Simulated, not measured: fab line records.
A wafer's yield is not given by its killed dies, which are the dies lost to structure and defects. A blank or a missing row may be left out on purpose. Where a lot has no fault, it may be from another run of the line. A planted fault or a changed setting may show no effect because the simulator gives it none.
fab line records	flow gf180mcu
[record] lots = 11	wafers = 33	last-day = 34
route steps=602 shown M2@365 V3@452 M4@470 V4@481
lots that met no fault: from a run of the same line without faults
start-h: the number of hours between the record's first day and the start of the first shown wafer of the lot	wait-h: how many hours have passed since the lot's step before this one	" identical to the entry in the row above	L1.1+2: several wafers, shown together as one row	- no value, or no start given	* or withheld: withheld	< > ~ a bound
route shown NAME@n: names a module that has steps shown in the file, with the first one's number in the route	usual: mean/standard deviation of fault-free wafers	same: alike in all rows	chamber/n: place in a boat	sites: per-site readings	_std_site: standard deviation across them	_edge_site: mean of outer sites minus mean of inner sites	radius-mm: for every site, how far away it sits from the centre of the wafer	mask NAME#n: copy n	behind: the most recent tool/chamber to have shaped the wafer	hold: why the lot went on hold/how many hours it stayed there/how the hold came to an end	device: the n, p or np transistor that did not switch	end of line: tests of these same wafers at the route's end	where a step has no rows: the recipe by itself	killed: dies that structure and defects cost at the first sort, which is not the same as the wafer's yield	map: a wafer's dies, marking killed ones x, the rest . and places with no die _
set.NAME: the setting that was run; set.NAME@STEP: the one run at that earlier step	model.NAME: the simulator's own value behind a step, which no gauge read
a sample of lots followed through the steps of the route, with each step as a table and each wafer as a row
services: a tool's chamber out of use, with start hour (start-h, from the record's first day; less than 0 if before it), hours out, and reason
[[steps]]
[step GF_M2_SPUTTER_03]
[recipe] material = Ti	target-thk-nm = 10	substrate-temp-c = 300	chamber-pressure-pa = 0.3	power-w = 3000	time-s = 6.7
[usual] cathode-dc-power-W = 3000.0/0.52	chamber-pressure-pa = 0.3000/0.0006	throttle-valve-pct = 30.0/0.88
lot.wafer	tool	chamber	start-h	wait-h	cathode-dc-power-W	chamber-pressure-pa	throttle-valve-pct
L612.2	pvd-sputter-02	-	418.25	0.0	3000.5	0.3011	29.4
L612.4	"	-	"	"	2999.6	0.2999	30.1
L612.5	"	-	"	"	3000.2	0.3006	29.6
L613.1	pvd-sputter-02	-	428.39	0.0	3000.8	0.2998	27.7
L613.2	"	-	"	"	2998.7	0.3010	29.7
L613.6	"	-	"	"	2999.7	0.3000	29.6
L614.1	pvd-sputter-03	-	442.28	0.0	3000.9	0.3005	30.4
L614.4	"	-	"	"	2999.5	0.2995	31.2
L614.6	"	-	"	"	2999.1	0.2999	31.2
L615.2	pvd-sputter-03	-	446.32	0.0	3000.1	0.2996	29.8
L615.3	"	-	"	"	3000.0	0.2999	31.1
L615.6	"	-	"	"	2999.3	0.2998	29.9
L617.4	pvd-sputter-01	-	456.82	0.0	2999.9	0.3003	29.1
L617.5	"	-	"	"	3000.1	0.3003	30.4
L617.6	"	-	"	"	2999.9	0.3005	29.0
L620.1	pvd-sputter-01	-	489.53	0.0	2999.5	0.3011	30.3
L620.2	"	-	"	"	3000.0	0.3000	29.1
L620.3	"	-	"	"	3000.1	0.3003	30.5
L623.1	pvd-sputter-02	-	509.02	0.0	2999.0	0.3002	29.9
L623.3	"	-	"	"	2999.9	0.2992	27.6
L623.5	"	-	"	"	2999.5	0.3006	29.8
L626.2	pvd-sputter-03	-	537.52	0.0	3000.1	0.3001	31.4
L626.4	"	-	"	"	3000.2	0.2993	29.5
L626.5	"	-	"	"	3000.1	0.3002	31.1
L632.1	pvd-sputter-01	-	580.94	0.0	3000.6	0.2994	29.3
L632.3	"	-	"	"	2999.8	0.2993	30.5
L632.6	"	-	"	"	3000.9	0.3004	30.6
L633.1	pvd-sputter-03	-	590.97	0.0	2999.8	0.2995	31.2
L633.2	"	-	"	"	3000.4	0.3002	30.5
L633.4	"	-	"	"	2999.1	0.3007	29.7
L635.3	pvd-sputter-01	-	605.14	0.0	3000.6	0.3002	30.3
L635.5	"	-	"	"	3000.7	0.3001	29.1
L635.6	"	-	"	"	3001.3	0.3001	29.0
[step GF_V3_CVD_23]
[recipe] material = W	target-thk-nm = 350	time-s = 104.9	temp-c = 400	pressure-torr = 40
[usual] heater-power-w = 866/69
lot.wafer	tool	chamber	start-h	wait-h	heater-power-w
L612.2	cvd-w-02	0	520.30	0.0	839
L612.4	"	1	"	"	953
L612.5	"	0	"	"	832
L613.1	cvd-w-01	0	529.52	0.0	768
L613.2	"	1	"	"	914
L613.6	"	1	"	"	905
L614.1	cvd-w-02	0	542.60	0.0	826
L614.4	"	0	"	"	822
L614.6	"	0	"	"	834
L615.2	cvd-w-01	0	545.82	0.0	780
L615.3	"	1	"	"	919
L615.6	"	0	"	"	780
L617.4	cvd-w-01	0	555.45	0.1	759
L617.5	"	1	"	"	919
L617.6	"	0	"	"	734
L620.1	cvd-w-02	0	584.70	0.0	819
L620.2	"	1	"	"	944
L620.3	"	1	"	"	938
L623.1	cvd-w-01	1	603.20	0.0	923
L623.3	"	0	"	"	768
L623.5	"	1	"	"	936
L626.2	cvd-w-02	0	630.14	0.0	830
L626.4	"	1	"	"	945
L626.5	"	0	"	"	819
L632.1	cvd-w-02	1	667.70	0.0	936
L632.3	"	1	"	"	958
L632.6	"	1	"	"	932
L633.1	cvd-w-01	1	678.21	0.0	910
L633.2	"	0	"	"	764
L633.4	"	1	"	"	896
L635.3	cvd-w-02	0	690.40	0.1	837
L635.5	"	0	"	"	848
L635.6	"	1	"	"	944
[step GF_V3_RS_MEAS_24]
[recipe] thk-meas-gauge = four-point-probe	reads = W_of_V3_CVD_23+TiN_of_V3_SPUTTER_22+Ti_of_V3_SPUTTER_21
[usual] V3_W_RS = 0.327/0.0046
lot.wafer	tool	chamber	start-h	wait-h	V3_W_RS[ohm/sq]
L612.2	film-metro-02	-	520.44	0.1	0.328
L612.4	"	-	"	"	0.330
L612.5	"	-	"	"	0.331
L613.1	film-metro-02	-	529.63	0.1	0.323
L613.2	"	-	"	"	0.327
L613.6	"	-	"	"	0.328
L614.1	film-metro-01	-	542.71	0.1	0.329
L614.4	"	-	"	"	0.328
L614.6	"	-	"	"	0.330
L615.2	film-metro-01	-	545.95	0.1	0.323
L615.3	"	-	"	"	0.326
L615.6	"	-	"	"	0.320
L617.4	film-metro-02	-	555.59	0.1	0.328
L617.5	"	-	"	"	0.332
L617.6	"	-	"	"	0.328
L620.1	film-metro-03	-	584.82	0.1	0.327
L620.2	"	-	"	"	0.328
L620.3	"	-	"	"	0.333
L623.1	film-metro-03	-	603.31	0.1	0.325
L623.3	"	-	"	"	0.319
L623.5	"	-	"	"	0.329
L626.2	film-metro-02	-	630.27	0.1	0.327
L626.4	"	-	"	"	0.334
L626.5	"	-	"	"	0.332
L632.1	film-metro-01	-	667.81	0.1	0.187
L632.3	"	-	"	"	0.188
L632.6	"	-	"	"	0.188
L633.1	film-metro-01	-	678.32	0.1	0.330
L633.2	"	-	"	"	0.324
L633.4	"	-	"	"	0.327
L635.3	film-metro-03	-	690.52	0.1	0.182
L635.5	"	-	"	"	0.181
L635.6	"	-	"	"	0.185
[step GF_V3_THK_MEAS_25]
[recipe] thk-meas-gauge = xrf	reads = W_of_V3_CVD_23
[usual] V3_W_THK = 341/5.8
lot.wafer	tool	chamber	start-h	wait-h	V3_W_THK[nm]
L612.2	film-metro-02	-	520.55	0.1	343
L612.4	"	-	"	"	340
L612.5	"	-	"	"	338
L613.1	film-metro-02	-	529.75	0.1	345
L613.2	"	-	"	"	340
L613.6	"	-	"	"	338
L614.1	film-metro-01	-	542.83	0.1	340
L614.4	"	-	"	"	343
L614.6	"	-	"	"	341
L615.2	film-metro-01	-	546.06	0.1	347
L615.3	"	-	"	"	342
L615.6	"	-	"	"	349
L617.4	film-metro-02	-	555.68	0.1	345
L617.5	"	-	"	"	339
L617.6	"	-	"	"	341
L620.1	film-metro-03	-	584.94	0.1	336
L620.2	"	-	"	"	334
L620.3	"	-	"	"	331
L623.1	film-metro-03	-	603.43	0.1	337
L623.3	"	-	"	"	340
L623.5	"	-	"	"	331
L626.2	film-metro-02	-	630.38	0.1	344
L626.4	"	-	"	"	334
L626.5	"	-	"	"	338
L632.1	film-metro-01	-	667.93	0.1	-
L632.3	"	-	"	"	-
L632.6	"	-	"	"	-
L633.1	film-metro-01	-	678.44	0.1	337
L633.2	"	-	"	"	343
L633.4	"	-	"	"	340
L635.3	film-metro-03	-	690.62	0.1	565
L635.5	"	-	"	"	566
L635.6	"	-	"	"	560
[step GF_V3_CMP_26]
[recipe] stop-on = SiO2	down-force-psi = 3.5	platen-rpm = 60	t-overpolish-s = 15	target-thk-nm = 0	pad-velocity-m-s = 0.94248
[usual] motor-current-A = 11.4/1.2	time-to-endpoint-s = 83/3.6
lot.wafer	tool	chamber	start-h	wait-h	motor-current-A	time-to-endpoint-s
L612.2	cmp-01	2	520.60	0.0	12.7	79
L612.4	"	0	"	"	10.9	77
L612.5	"	3	"	"	12.8	81
L613.1	cmp-01	0	529.86	0.1	11.0	82
L613.2	"	2	"	"	12.0	87
L613.6	"	3	"	"	12.7	78
L614.4	cmp-01	3	542.99	0.1	13.8	80
L614.1	"	0	"	"	11.1	74
L614.6	"	1	"	"	11.5	78
L615.3	cmp-02	3	546.16	0.1	11.6	79
L615.2	"	0	"	"	10.2	83
L615.6	"	2	"	"	10.0	86
L617.4	cmp-01	2	555.71	0.0	12.7	85
L617.6	"	2	"	"	13.2	85
L617.5	"	3	"	"	13.6	81
L620.1	cmp-02	2	585.14	0.2	9.2	82
L620.3	"	3	"	"	11.7	78
L620.2	"	0	"	"	10.2	85
L623.3	cmp-01	3	603.59	0.1	13.4	86
L623.1	"	0	"	"	11.2	80
L623.5	"	1	"	"	10.7	80
L626.2	cmp-02	0	630.48	0.1	9.5	84
L626.4	"	2	"	"	9.2	82
L626.5	"	0	"	"	9.8	79
L632.1	cmp-02	3	668.09	0.1	11.5	145
L632.3	"	0	"	"	10.1	144
L632.6	"	1	"	"	11.0	151
L633.4	cmp-01	2	678.50	0.0	12.3	90
L633.1	"	0	"	"	11.4	80
L633.2	"	1	"	"	11.0	86
L635.3	cmp-02	2	690.76	0.1	9.5	146
L635.6	"	0	"	"	10.1	141
L635.5	"	1	"	"	11.0	150
[step GF_M4_CD_MEAS_14]
[recipe] target-cd-nm = 280
[usual] cd-nm = 280.3/1
lot.wafer	tool	chamber	start-h	wait-h	cd-nm
L612.2	cd-sem-02	-	543.67	0.1	280.0
L612.4	"	-	"	"	280.0
L612.5	"	-	"	"	279.3
L613.1	cd-sem-01	-	552.25	0.1	281.1
L613.2	"	-	"	"	282.0
L613.6	"	-	"	"	282.7
L614.1	cd-sem-02	-	565.70	0.1	280.6
L614.4	"	-	"	"	281.0
L614.6	"	-	"	"	281.1
L615.2	cd-sem-01	-	568.82	0.1	279.3
L615.3	"	-	"	"	278.6
L615.6	"	-	"	"	279.2
L617.4	cd-sem-02	-	577.53	0.2	282.5
L617.5	"	-	"	"	282.4
L617.6	"	-	"	"	282.7
L620.1	cd-sem-02	-	607.30	0.1	279.9
L620.2	"	-	"	"	280.0
L620.3	"	-	"	"	280.6
L623.1	cd-sem-02	-	625.13	0.1	281.1
L623.3	"	-	"	"	278.9
L623.5	"	-	"	"	280.0
L626.2	cd-sem-01	-	651.02	0.1	281.2
L626.4	"	-	"	"	280.7
L626.5	"	-	"	"	280.0
L632.1	cd-sem-02	-	687.80	0.1	278.9
L632.3	"	-	"	"	280.6
L632.6	"	-	"	"	278.9
L633.1	cd-sem-02	-	697.73	0.1	279.5
L633.2	"	-	"	"	279.5
L633.4	"	-	"	"	277.8
L635.3	cd-sem-02	-	709.24	0.1	281.5
L635.5	"	-	"	"	281.5
L635.6	"	-	"	"	280.5
[step GF_V4_BOW_MEAS_05]
[recipe] mode = bow
[usual] V4_BOW = 136/7.6
lot.wafer	tool	chamber	start-h	wait-h	V4_BOW[um]
L612.2	film-metro-04	-	545.17	0.2	137
L612.4	"	-	"	"	144
L612.5	"	-	"	"	139
L613.1	film-metro-04	-	553.63	0.1	131
L613.2	"	-	"	"	130
L613.6	"	-	"	"	131
L614.1	film-metro-01	-	567.24	0.2	149
L614.4	"	-	"	"	143
L614.6	"	-	"	"	143
L615.2	film-metro-01	-	570.20	0.1	129
L615.3	"	-	"	"	142
L615.6	"	-	"	"	136
L617.4	film-metro-04	-	578.91	0.3	132
L617.5	"	-	"	"	131
L617.6	"	-	"	"	135
L620.1	film-metro-03	-	608.71	0.2	124
L620.2	"	-	"	"	117
L620.3	"	-	"	"	129
L623.1	film-metro-01	-	626.53	0.1	144
L623.3	"	-	"	"	140
L623.5	"	-	"	"	144
L626.2	film-metro-03	-	652.40	0.2	145
L626.4	"	-	"	"	131
L626.5	"	-	"	"	140
L632.1	film-metro-04	-	689.18	0.2	130
L632.3	"	-	"	"	122
L632.6	"	-	"	"	126
L633.1	film-metro-04	-	699.18	0.2	129
L633.2	"	-	"	"	114
L633.4	"	-	"	"	141
L635.3	film-metro-01	-	710.63	0.3	151
L635.5	"	-	"	"	142
L635.6	"	-	"	"	149
[[services]]
tool	chamber	start-h	hours	kind
cmp-01	-	404.00	4.0	pm
cvd-w-02	-	404.00	6.9	pm
pvd-sputter-01	-	415.00	14.4	repair
pvd-sputter-01	-	417.69	1.0	repair
cmp-02	-	418.90	2.2	repair
pvd-sputter-03	-	422.53	14.5	repair
pvd-sputter-02	-	428.55	8.6	repair
pvd-sputter-02	-	431.34	0.5	repair
cmp-02	-	463.71	5.8	repair
pvd-sputter-01	-	463.74	5.0	repair
cvd-w-02	-	469.58	2.8	pm
pvd-sputter-03	-	471.36	2.3	repair
cvd-w-01	0	474.51	6.1	repair
cmp-01	-	502.80	0.3	repair
cvd-w-01	-	505.27	0.3	repair
cmp-02	-	513.81	1.1	repair
cmp-02	-	558.10	5.1	repair
cmp-02	-	572.03	4.0	pm
cvd-w-01	-	607.68	2.8	pm
cmp-02	-	623.63	3.1	repair
pvd-sputter-03	-	635.11	3.2	repair
cmp-02	-	640.13	2.8	pm
cvd-w-02	-	677.15	1.7	repair
cmp-01	-	689.50	1.2	repair
[[key]]
[first-sign] step = GF_V3_RS_MEAS_24	reading = V3_W_RS	direction = down	sigmas = 31	usual = 0.327	struck = 0.185
[effect] step = GF_V3_THK_MEAS_25	reading = V3_W_THK	direction = missing
[effect] step = GF_V3_CMP_26	reading = time-to-endpoint-s	direction = up	sigmas = 18	usual = *	struck = *
met-at GF_V3_CVD_23
struck-lots L632,L635
not-acting-at GF_M2_SPUTTER_03,GF_M4_CD_MEAS_14,GF_V4_BOW_MEAS_05
onset-between 630.14 667.70
[fault] kind = process-parameter-drift	tool = cvd-w-02	chamber = -	onset-h = 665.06	steps = GF_V3_CVD_23	channel = target-thk-nm	offset = 270.02	shape = step	end-h = 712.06	acts-in = these-recipes-only	stated = 350
